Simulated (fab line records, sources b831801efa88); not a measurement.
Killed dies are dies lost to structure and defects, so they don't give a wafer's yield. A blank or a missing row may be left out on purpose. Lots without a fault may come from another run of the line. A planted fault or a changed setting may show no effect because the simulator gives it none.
Which tool did it? | flow sky130 | 11 lots, 33 wafers sampled, at 2 steps of a route of 708

WHAT THE GAUGES READ, wafer by wafer
SKY_CAPM_RS_MEAS_03: measures by four-point-probe.
lot  | measured     | on            | CAPM_TIN_RS (ohm/sq)
L895 | day 36 13:16 | film_metro-01 | 6.83 6.84 6.82
L896 | day 37 00:05 | film_metro-04 | 6.98 7.03 6.97
L905 | day 39 08:06 | film_metro-01 | 6.90 6.84 6.83
L906 | day 39 23:00 | film_metro-04 | 7.03 7.00 6.99
L907 | day 40 08:22 | film_metro-04 | 6.88 6.77 6.76
L908 | day 40 12:01 | film_metro-04 | 6.98 6.98 6.98
L912 | day 42 09:01 | film_metro-04 | 7.02 6.93 7.02
L913 | day 42 11:05 | film_metro-01 | 6.93 6.97 6.93
L915 | day 42 13:02 | film_metro-02 | 6.87 6.97 6.93
L914 | day 42 13:26 | film_metro-02 | 6.91 6.93 6.90
L916 | day 42 15:49 | film_metro-02 | 7.00 7.01 7.01

WHICH TOOL RAN EACH LOT (tool, then ch and the chambers of the sampled wafers, then the start)
lot  | SKY_METAL3_SPUTTER_00
L895 | pvd_sputter-04, day 36 12:56
L896 | pvd_sputter-01, day 36 23:44
L905 | pvd_sputter-01, day 39 07:45
L906 | pvd_sputter-03, day 39 22:38
L907 | pvd_sputter-03, day 40 07:59
L908 | pvd_sputter-04, day 40 11:40
L912 | pvd_sputter-03, day 42 08:38
L913 | pvd_sputter-04, day 42 10:44
L915 | pvd_sputter-04, day 42 12:41
L914 | pvd_sputter-03, day 42 13:05
L916 | pvd_sputter-03, day 42 15:26
- SKY_METAL3_SPUTTER_00: material Ti, target thk 15 nm, time 10 s.

WHAT THE TOOLS THEMSELVES READ (means of the sampled wafers that have a number; where no wafer has one, the mark that the record gives instead)
SKY_METAL3_SPUTTER_00.
lot  | tool           | throttle_valve_pct (%)
L895 | pvd_sputter-04 | 30.1
L896 | pvd_sputter-01 | 30.7
L905 | pvd_sputter-01 | 29.8
L906 | pvd_sputter-03 | 30.4
L907 | pvd_sputter-03 | 29.2
L908 | pvd_sputter-04 | 29.3
L912 | pvd_sputter-03 | 29.1
L913 | pvd_sputter-04 | 29.3
L915 | pvd_sputter-04 | 30.2
L914 | pvd_sputter-03 | 28.4
L916 | pvd_sputter-03 | 29.6

THE ANSWER, worked out from the rows above alone
Rule: what is usual is taken from the lots themselves. Put in order of their means at a reading, lots are off if they are a third of the lots or fewer, leave a main group of 4 or more, and stand apart from it by a gap of 3 or more times the standard deviation of the main group's means; of several such gaps the widest counts. A main group whose means are all the same, to the digits that the tables above print for the reading, isn't used. A lot without any number at a reading at which 4 lots or more have one is off too. The other lots that the step has rows for count as sound. The gauges are gone through in route order, then the tools' own readings, and for those a lot's mean is taken as printed above. The first step at which some lot is off is used, and at that step the reading that is off furthest; a lot without a number counts as furthest.
No lot is off at any reading shown: from this, nothing can be told.

WHAT THE SIMULATOR HAD PUT IN
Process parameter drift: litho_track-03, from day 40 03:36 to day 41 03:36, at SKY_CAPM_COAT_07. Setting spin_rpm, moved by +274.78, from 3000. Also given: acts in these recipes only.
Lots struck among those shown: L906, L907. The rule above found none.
